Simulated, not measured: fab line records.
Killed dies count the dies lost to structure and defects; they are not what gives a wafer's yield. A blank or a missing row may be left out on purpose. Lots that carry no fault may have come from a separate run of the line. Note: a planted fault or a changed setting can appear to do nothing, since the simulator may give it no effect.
Which tool did it? / flow gf180mcu / 18 wafers from 6 lots sampled at 2 of the route's 602 steps

## WHAT THE GAUGES SHOWED, per wafer
GF_LVPWELL_TW_MEAS_11.
lot=L215; measured=day 4 12:58; on=film_metro-02; LVPWELL_TW=671 667 667
lot=L220; measured=day 5 17:35; on=film_metro-01; LVPWELL_TW=674 677 677
lot=L223; measured=day 6 12:26; on=film_metro-01; LVPWELL_TW=564 570 563
lot=L227; measured=day 7 18:57; on=film_metro-04; LVPWELL_TW=558 559 562
lot=L230; measured=day 8 00:24; on=film_metro-04; LVPWELL_TW=561 560 562
lot=L235; measured=day 9 06:29; on=film_metro-04; LVPWELL_TW=566 563 565

## EACH LOT AND THE TOOL THAT RAN IT (in order: tool; ch and the chambers of the sampled wafers; start)
lot=L215; GF_LVPWELL_IMPLANT_08=implanter-03 ch 0, day 4 12:09
lot=L220; GF_LVPWELL_IMPLANT_08=implanter-04 ch 0, day 5 16:50
lot=L223; GF_LVPWELL_IMPLANT_08=implanter-04 ch 0, day 6 12:03
lot=L227; GF_LVPWELL_IMPLANT_08=implanter-01 ch 0, day 7 18:33
lot=L230; GF_LVPWELL_IMPLANT_08=implanter-01 ch 0, day 8 00:02
lot=L235; GF_LVPWELL_IMPLANT_08=implanter-04 ch 0, day 9 06:05
- GF_LVPWELL_IMPLANT_08

## THE ANSWER, worked out from the rows above alone
Rule: the lots themselves supply what counts as usual. The widest of any qualifying gaps counts: lots, ordered by their means at a reading, are off when they make up no more than a third of the lots, leave a main group of 4 or more, and stand apart from it by 3 or more times the standard deviation of that group's means. Not used: any main group whose means are identical at the precision the tables above print for the reading. A lot without any number at a reading at which 4 lots or more have one is off too. Where the step has rows for the other lots, those lots are counted as sound.
Off: L215, L220, seen at GF_LVPWELL_TW_MEAS_11 (LVPWELL_TW). The main group has a mean of 563 with a standard deviation of 2.5.
If a tool, at a process step before that reading, ran all the lots that are off and no sound lot after the first of them, it fits. Those tools and the gauges at GF_LVPWELL_TW_MEAS_11 are tried in the same way. No candidate that was tried fits.

## WHAT WAS PUT IN BY THE SIMULATOR
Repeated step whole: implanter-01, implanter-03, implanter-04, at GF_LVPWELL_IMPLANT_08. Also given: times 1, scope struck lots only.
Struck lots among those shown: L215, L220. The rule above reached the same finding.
